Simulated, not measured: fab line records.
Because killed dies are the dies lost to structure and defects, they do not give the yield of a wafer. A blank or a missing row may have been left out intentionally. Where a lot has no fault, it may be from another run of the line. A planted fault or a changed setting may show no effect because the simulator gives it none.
Lot-split experiment    flow sky130    23 wafers read across 5 lots, on a route 708 steps long

ON THE SPLIT
At SKY_CONTACT_ETCH_16 (etches BARC in N2/H2, stops on SiO2, time 45.9 s, target depth 60 nm), the setting time_s was moved away from the recipe's 45.9 s on 10 of the 23 wafers read, by -9.3% to +7.7%. This setting was run at the recipe's value on the other wafers.

The reading comes from the split's own step.

THE READING
oes_product_au, in a.u., at SKY_CONTACT_ETCH_16 (etches BARC in N2/H2, stops on SiO2, time 45.9 s, target depth 60 nm). On this fab line, fault-free wafers typically give 0.855 a.u. with a standard deviation of 0.0052 a.u.

wafer   tool, chamber at the split  time_s as run, s  against the recipe  oes_product_au, a.u.  against lot-mates on the recipe
L074.1  rie_diel-01, 3              45.9              recipe              0.855                 -
L074.3  rie_diel-01, 1              45.9              recipe              0.850                 -
L074.4  rie_diel-01, 1              43.93             -4.3%               0.886                 +0.033
L074.5  rie_diel-01, 3              43.93             -4.3%               0.877                 +0.024
L074.6  rie_diel-01, 0              43.93             -4.3%               0.870                 +0.017
L076.1  rie_diel-02, 3              45.9              recipe              0.857                 -
L076.2  rie_diel-02, 0              45.9              recipe              0.857                 -
L076.6  rie_diel-02, 3              45.9              recipe              0.869                 -
L077.1  rie_diel-04, 2              45.9              recipe              0.862                 -
L077.3  rie_diel-04, 1              45.9              recipe              0.856                 -
L077.4  rie_diel-04, 3              41.63             -9.3%               0.902                 +0.044
L077.5  rie_diel-04, 2              41.63             -9.3%               0.907                 +0.049
L077.6  rie_diel-04, 1              45.9              recipe              0.856                 -
L081.1  rie_diel-02, 3              42.29             -7.9%               0.903                 +0.048
L081.2  rie_diel-02, 2              42.29             -7.9%               0.889                 +0.034
L081.3  rie_diel-02, 1              45.9              recipe              0.854                 -
L081.4  rie_diel-02, 1              45.9              recipe              0.854                 -
L081.6  rie_diel-02, 3              45.9              recipe              0.856                 -
L083.1  rie_diel-04, 1              49.45             +7.7%               0.833                 -0.018
L083.2  rie_diel-04, 0              45.9              recipe              0.847                 -
L083.3  rie_diel-04, 2              49.45             +7.7%               0.835                 -0.016
L083.4  rie_diel-04, 3              49.45             +7.7%               0.841                 -0.010
L083.6  rie_diel-04, 2              45.9              recipe              0.854                 -

FIT RESULTS
A straight line over all 23 wafers: oes_product_au changes by -0.0041 a.u. for each +1% of time_s; r = -0.94; the points scatter about the line by 0.0073 a.u.
The same after taking each lot's own level away (the mean of its wafers on the recipe; 23 wafers): -0.00385 a.u. for each +1%; r = -0.92; scatter 0.0078 a.u.
The reading moves by 0.036 a.u. for the largest change in time_s, on that fit.
From 0.8505 to 0.8610 a.u.: that is the span of the lots' own levels, equal to 2.0 times the standard deviation above.
The two slopes agree, so the slope changes little with the lot-to-lot level.
Check: for one of the wafers moved furthest among these (-9.3%), held out of the fit, the line's prediction against its lot-mates is +0.0402 a.u. Against them it came out at +0.044 a.u.
Tool readings at the split's step, against how far the setting was moved: oes_product_au r = -0.94.

THE OTHER SPLITS THESE WAFERS WENT THROUGH
Other splits were also applied to these wafers ahead of the reading. Each is held against what the fit with the lots' levels taken away leaves over:
other split on the same wafers        wafers away from the commonest value  r with oes_product_au (lot level and that fit taken away)
SKY_LDD_P_DEVELOP_06 dev_temp_c       8                                     +0.07
SKY_LDD_HVN_IMPLANT_08 energy_kev     10                                    +0.21
SKY_LDD_LDN_IMPLANT_10 energy_kev     8                                     +0.13
SKY_SD_P_DEVELOP_06 develop_time_s    11                                    +0.01
SKY_RES_XHIGH_IMPLANT_07 dose_cm2     8                                     +0.07
SKY_SD_N_SOFTBAKE_03 temp_c           8                                     -0.03
SKY_LI_CONTACT_EXPOSE_09 dose_mj      6                                     -0.27
SKY_LI_CONTACT_ETCH_14 ion_energy_ev  9                                     -0.05

THE WHOLE CHAIN: every reading that the file lists as answering this split, in the file's order
step                 what it does                                                          reading                                                                               change (the file's fit)                    r (the file's)
SKY_CONTACT_ETCH_16  etches BARC in N2/H2, stops on SiO2, time 45.9 s, target depth 60 nm  oes_product_au                                                                        -0.00429 a.u. for each +1% of the setting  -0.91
SKY_CONTACT_ETCH_16  etches BARC in N2/H2, stops on SiO2, time 45.9 s, target depth 60 nm  KrF-thick_of_CONTACT_COAT_09.thk_nm (the simulator's own value, which no gauge read)  -0.484 nm for each +1% of the setting      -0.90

FILE'S OWN FIT
oes_product_au changes by -0.00429 a.u. for each +1% of time_s, r = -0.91.
